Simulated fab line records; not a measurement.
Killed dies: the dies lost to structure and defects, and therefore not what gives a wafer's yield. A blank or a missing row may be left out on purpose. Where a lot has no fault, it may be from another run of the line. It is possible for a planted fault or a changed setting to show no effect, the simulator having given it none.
2 desks looking at one fault -- flow gf180mcu -- what lay behind the numbers comes last; until then each desk has only its own

== THE METROLOGY DESK ==
What the gauges read, lot by lot, whatever tool the lot ran on: means of the sampled wafers that have a number. The brackets show how far a lot's mean lies from the usual mean; more than 4 standard deviations puts the lot out of limits, marked OUT.
Columns: A = STI_CVD_03_THK at GF_STI_THK_MEAS_04, usual 208.2 nm; B = cdNm at GF_STI_CD_MEAS_12, usual 220.2 nm
lot,first seen here,A,B
L481,day 1 19:16,209.0,222.8
L482,day 1 23:35,207.8,220.5
L484,day 2 09:34,209.1,220.7
L485,day 2 15:39,206.4,219.7
L486,day 2 19:35,209.2,219.4
L488,day 3 05:34,207.0,228.2 (+8.0) OUT
L489,day 3 10:36,208.3,222.2
L491,day 3 20:34,209.7,219.0
L494,day 4 11:35,209.9,226.6 (+6.4) OUT
L498,day 5 07:35,210.9,220.2
L500,day 5 17:34,209.1,220.6
L503,day 6 08:46,208.3,220.1
This desk's finding: out of limits on L488, L494; first on L488, day 3 18:13 (cdNm at GF_STI_CD_MEAS_12). Within limits: L481, L482, L484, L485, L486, L489, L491, L498, L500, L503.

== FOR THE TOOL OWNER'S DESK: lithoTrack-03 ==
The tool's own readings at GF_STI_PEB_10 (peb time 90 s): means of the sampled wafers that have a number, for each lot that ran on this tool. The brackets show how far a lot's mean lies from the usual mean; more than 4 standard deviations puts the lot out of limits, marked OUT.
Columns: A = heaterPowerTotalW at GF_STI_PEB_10, usual 85.70 W; B = plateTempC at GF_STI_PEB_10, usual 134.97 C
lot,first seen here,A,B
L482,day 2 11:07,85.65,135.06
L484,day 2 20:26,85.74,134.78
L485,day 3 03:42,85.67,135.07
L486,day 3 08:01,85.69,134.84
L488,day 3 17:53,83.41 (-26) OUT,132.15 (-19) OUT
L494,day 5 01:28,83.48 (-25) OUT,132.14 (-19) OUT
This desk's finding: out of limits on L488, L494; first on L488, day 3 17:53 (heaterPowerTotalW at GF_STI_PEB_10). Within limits: L482, L484, L485, L486.

== TAKEN TOGETHER ==
An alarm could have come from the tool owner's desk at day 3 17:53, on L488, L494.
An alarm was possible from the metrology desk at day 3 18:13, on L488, L494.
All the named lots went through GF_STI_PEB_10 on lithoTrack-03.

== WHAT THE SIMULATOR PUT IN ==
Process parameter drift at GF_STI_PEB_10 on lithoTrack-03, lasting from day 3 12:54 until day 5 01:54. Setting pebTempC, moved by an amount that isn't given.
Struck lots among those shown: L488, L494.
Fault start to first reading out of limits, in hours, per desk: tool owner, 5; metrology, 5.
